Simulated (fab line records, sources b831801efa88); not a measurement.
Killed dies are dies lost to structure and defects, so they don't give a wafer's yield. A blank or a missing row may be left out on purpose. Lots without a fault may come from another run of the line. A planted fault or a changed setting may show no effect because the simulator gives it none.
Problem report in the 8D (eight disciplines) form, filled by code | flow gf180mcu | the parts of the form that need people (team, actions taken, sign-off) are left out

1. THE PROBLEM
M3_ALCU_RS at GF_M3_RS_MEAS_05 reads a mean of 0.0581 ohm/sq on 2 wafers of 1 lot; wafers without a fault read 0.0696 ohm/sq with a standard deviation of 0.00066. That is -17 standard deviations from the usual mean.
The step: measures by four-point-probe.
First seen on wafer L312.4, day 25 10:25, on film_metro-02. The record holds 30 wafers of 10 lots with a number at this step. Rule for "out", or "out of limits": more than 4 standard deviations from the usual mean. The other wafers with a number count as sound.

2. WHAT IT IS AND WHAT IT IS NOT
question                    | is                | is not
which readings at this step | M3_ALCU_RS        | -
which lots                  | L312              | L301, L304, L305, L307, L309, L311, L317, L320, L322
which wafers of those lots  | L312.4, L312.6    | L312.2
read on which gauges        | film_metro-02     | film_metro-04
when                        | from day 25 10:25 | up to then (19 sound wafers); but 9 sound wafers of L317, L320, L322 came after

3. SUSPECTS, AND WHAT RULES EACH OUT
Counting: a tool at a process step up to the reading stays a suspect if it ran every lot that is out. Sound lots after the first of them don't rule it out here, since some wafers of a struck lot are sound.
- the gauge at GF_M3_RS_MEAS_05: ruled out. All the wafers that are out were read on film_metro-02, but those of them that GF_M3_SPUTTER_02 has rows for are out there too, on other tools.
- cmp-01 at GF_V2_CMP_04 (polishes SiO2): kept. It ran the lot that is out, L312 (day 24 10:05); its last sound lot up to then is L311 (day 23 20:49).
- rie_diel-03 at GF_V2_ETCH_16 (etches BARC in N2/H2): kept. It ran the lot that is out, L312 (day 25 08:43); its last sound lot up to then is L305 (day 22 17:03).
- pvd_sputter-02 at GF_M3_SPUTTER_02 (material AlCu, target thk 450 nm, time 23.9 s): kept. It ran the lot that is out, L312 (day 25 10:19); its last sound lot up to then is L311 (day 24 21:03). Its own readings are out on those wafers: cathode_dc_power_W.
- pvd_sputter-02 at GF_M3_SPUTTER_04 (material TiN, target thk 50 nm, time 41.7 s): kept. It ran the lot that is out, L312 (day 25 10:22); its last sound lot up to then is L311 (day 24 21:06).
Left after counting: cmp-01 at GF_V2_CMP_04, rie_diel-03 at GF_V2_ETCH_16, pvd_sputter-02 at GF_M3_SPUTTER_02, pvd_sputter-02 at GF_M3_SPUTTER_04.

4. THE CAUSE (what the simulator had put in)
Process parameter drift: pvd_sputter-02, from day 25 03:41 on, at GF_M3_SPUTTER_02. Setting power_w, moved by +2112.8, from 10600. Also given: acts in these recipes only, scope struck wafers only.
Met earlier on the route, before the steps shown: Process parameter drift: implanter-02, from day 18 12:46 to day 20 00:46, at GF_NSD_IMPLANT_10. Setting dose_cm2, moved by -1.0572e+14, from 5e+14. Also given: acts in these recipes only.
Counting left 4 suspects, and this tool is among them.

5. THE CHAIN OF EFFECTS, in route order
Each row: a reading whose mean over the struck wafers that have a number lies more than 3 standard deviations from the usual. Only readings for which the record gives a usual standard deviation are gone through. hours: the time from each lot's start at the first step in this table that gives one to its start at this step, as a median over the lots. sigmas: the change in usual standard deviations.
hours | step              | reading            | usual         | on struck wafers | change  | sigmas
0     | GF_M3_SPUTTER_02  | cathode_dc_power_W | 10600 W       | 12714            | +2114   | +99 or more
0     | GF_M3_RS_MEAS_05  | M3_ALCU_RS         | 0.0696 ohm/sq | 0.0581           | -0.0115 | -17
0     | GF_M3_THK_MEAS_06 | M3_ALCU_THK        | 448 nm        | 536              | +88     | +21
The process steps in it:
- GF_M3_SPUTTER_02: material AlCu, target thk 450 nm, time 23.9 s.

6. WHAT WOULD HAVE CAUGHT IT SOONER
In this record the first reading out of limits at a measuring or inspecting step was taken at day 25 10:25, 7 hours after the fault began at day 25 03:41.
The tool's own readings at GF_M3_SPUTTER_02 were out on every struck wafer that the step has a row for (cathode_dc_power_W): an alarm limit on them would have fired on the first of those.
All the lots that are out (1) had begun GF_M3_SPUTTER_02 on pvd_sputter-02 by day 25 10:25. A hold on the tool at that time would have spared none of them.
